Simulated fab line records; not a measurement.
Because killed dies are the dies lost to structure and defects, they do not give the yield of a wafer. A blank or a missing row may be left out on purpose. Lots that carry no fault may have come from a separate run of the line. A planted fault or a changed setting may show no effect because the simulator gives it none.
Which tool did it? | flow sky130 | 21 wafers sampled from 7 lots at 1 step of a route of 708

WHAT EACH GAUGE READ, for each wafer
SKY_VIA3_THK_MEAS_01.
lot  | measured     | on           | VIA3_HDPCVD_THK (nm)
L349 | day 39 12:10 | filmMetro-02 | 1555 1541 1559
L351 | day 39 22:41 | filmMetro-02 | 1586 1588 1559
L354 | day 41 00:23 | filmMetro-02 | 1531 1530 1544
L363 | day 43 16:01 | filmMetro-02 | 1565 1575 1550
L365 | day 44 01:07 | filmMetro-02 | 1567 1552 1577
L367 | day 44 13:38 | filmMetro-01 | 1550 1591 1576
L369 | day 44 23:53 | filmMetro-01 | 1549 1565 1547

TOOL THAT RAN EACH LOT (tool first, then ch and the chambers of the sampled wafers, then the start)
There is no process step in the record ahead of these readings.

THE ANSWER, worked out from the rows above alone
Rule: the usual values come from the lots themselves. The widest of any qualifying gaps counts: lots, ordered by their means at a reading, are off when they make up no more than a third of the lots, leave a main group of 4 or more, and stand apart from it by 3 or more times the standard deviation of that group's means. A main group is skipped when, at the precision printed for the reading in the tables above, its means are all equal. Also off: a lot with no number at a reading for which 4 or more lots have one. Where the step has rows for the other lots, those lots are counted as sound.
None of the lots is off at any reading shown; this tells nothing.

WHAT THE SIMULATOR HAD INSERTED
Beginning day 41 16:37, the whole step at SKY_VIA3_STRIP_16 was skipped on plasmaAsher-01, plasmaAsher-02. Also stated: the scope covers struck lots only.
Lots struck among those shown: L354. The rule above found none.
